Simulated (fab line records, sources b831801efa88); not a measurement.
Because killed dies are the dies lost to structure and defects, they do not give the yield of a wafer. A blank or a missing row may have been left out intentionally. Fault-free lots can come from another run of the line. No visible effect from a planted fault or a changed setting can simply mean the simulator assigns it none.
Which tool is to blame? / flow gf180mcu / 6 lots with 17 wafers sampled at 2 steps, on a route of 602 steps

## WHAT THE GAUGES READ, wafer by wafer
GF_STI_THK_MEAS_24.
lot=L857; measured=day 2 13:38; on=film-metro-01; STI_CVD_23_THK (nm)=648 649 650
lot=L859; measured=day 2 23:50; on=film-metro-03; STI_CVD_23_THK (nm)=650 648 652
lot=L865; measured=day 4 11:31; on=film-metro-01; STI_CVD_23_THK (nm)=659 661 661
lot=L867; measured=day 4 18:18; on=film-metro-02; STI_CVD_23_THK (nm)=657 649 661
lot=L874; measured=day 6 05:46; on=film-metro-01; STI_CVD_23_THK (nm)=659 519
lot=L877; measured=day 6 21:28; on=film-metro-02; STI_CVD_23_THK (nm)=660 656 657

## TOOL THAT RAN EACH LOT (tool first, then ch and the chambers of the sampled wafers, then the start)
lot=L857; GF_STI_CVD_23=hdpcvd-02 ch 0,2, day 2 13:34
lot=L859; GF_STI_CVD_23=hdpcvd-02 ch 0,2, day 2 23:45
lot=L865; GF_STI_CVD_23=hdpcvd-01 ch 0,2, day 4 11:26
lot=L867; GF_STI_CVD_23=hdpcvd-01 ch 1,2, day 4 18:13
lot=L874; GF_STI_CVD_23=hdpcvd-01 ch 0,1, day 6 05:40
lot=L877; GF_STI_CVD_23=hdpcvd-02 ch 0,1,2, day 6 21:23
- GF_STI_CVD_23: deposits SiO2, target thk 650 nm, time 108.3 s.

## THE ANSWER, worked out from the rows above alone
Rule: usual is defined by the lots themselves. Put in order of their means at a reading, lots are off if they are a third of the lots or fewer, leave a main group of 4 or more, and stand apart from it by a gap of 3 or more times the standard deviation of the main group's means; of several such gaps the widest counts. A main group whose means are all the same, to the digits that the tables above print for the reading, isn't used. Also off: a lot with no number at a reading for which 4 or more lots have one. All remaining lots with rows at the step are treated as sound.
Off: L874, seen at GF_STI_THK_MEAS_24 (STI_CVD_23_THK). For the main group the mean is 655 nm and the standard deviation 4.4.
A tool fits if, at a process step before that reading, it ran every lot that is off, and no sound lot after the first of them. The gauges at GF_STI_THK_MEAS_24 are tried like those tools. This does not decide it: 2 tools fit, namely hdpcvd-01 at GF_STI_CVD_23 and film-metro-01 at GF_STI_THK_MEAS_24.

## WHAT WAS PUT IN BY THE SIMULATOR
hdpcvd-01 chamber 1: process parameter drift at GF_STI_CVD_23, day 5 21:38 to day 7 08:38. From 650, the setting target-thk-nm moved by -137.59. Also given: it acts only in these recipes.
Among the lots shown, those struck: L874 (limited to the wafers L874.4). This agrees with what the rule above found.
